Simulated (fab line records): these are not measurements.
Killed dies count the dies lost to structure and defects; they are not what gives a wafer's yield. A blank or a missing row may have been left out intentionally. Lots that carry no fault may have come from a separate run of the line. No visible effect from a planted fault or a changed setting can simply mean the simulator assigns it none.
Chamber matching -- flow sky130 -- SKY_VIA1_CMP_24 on cmp-01: 4 sister chambers
The step polishes, stops on SiO2, t overpolish 15 s, target thk 0 nm. 8 wafers are shown with their chamber, then 6 later ones without.

WAFERS, EACH WITH ITS CHAMBER
wafer,chamber,motorCurrentA (A),timeToEndpointS (s)
L866.6,2,11.8,66.4
L871.1,1,10.5,68.6
L871.4,0,10.7,66.1
L884.3,2,12.0,69.7
L884.4,1,9.9,71.7
L886.3,0,11.0,65.5
L886.4,3,13.9,63.1
L886.5,3,13.2,65.6

WAFERS WITHOUT THEIR CHAMBER
wafer,motorCurrentA (A),timeToEndpointS (s)
L888.1,10.4,68.6
L888.4,13.6,65.6
L888.6,10.0,68.6
L889.1,12.4,70.5
L889.2,10.8,69.2
L889.4,12.8,64.6

WHICH CHAMBER EACH WENT THROUGH
wafer,from the rows above,in truth
L888.1,can't be placed: 1 or 0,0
L888.4,3,3
L888.6,can't be placed: 1 or 0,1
L889.1,2,2
L889.2,can't be placed: 1 or 0 or 2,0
L889.4,can't be placed: 3 or 2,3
2 of 6 placed correctly. Cannot be placed on the basis of these rows: 4; the candidates contain the true chamber in 4. 0 placed wrongly.
How it was worked out, from the rows above alone: a wafer's distance from a chamber is the root of the sum, over the readings, of the square of ((its reading less the chamber's mean) divided by the reading's scatter). If the next closest chamber is less than 2 further off than the closest, the wafer can't be placed; otherwise it belongs to the closest. The mean given for a chamber averages the wafers shown for that chamber. How the scatter is found: for the shown wafers, subtract from each reading the mean of its chamber, square and add these, divide the total by (wafers less chambers), then take the root.
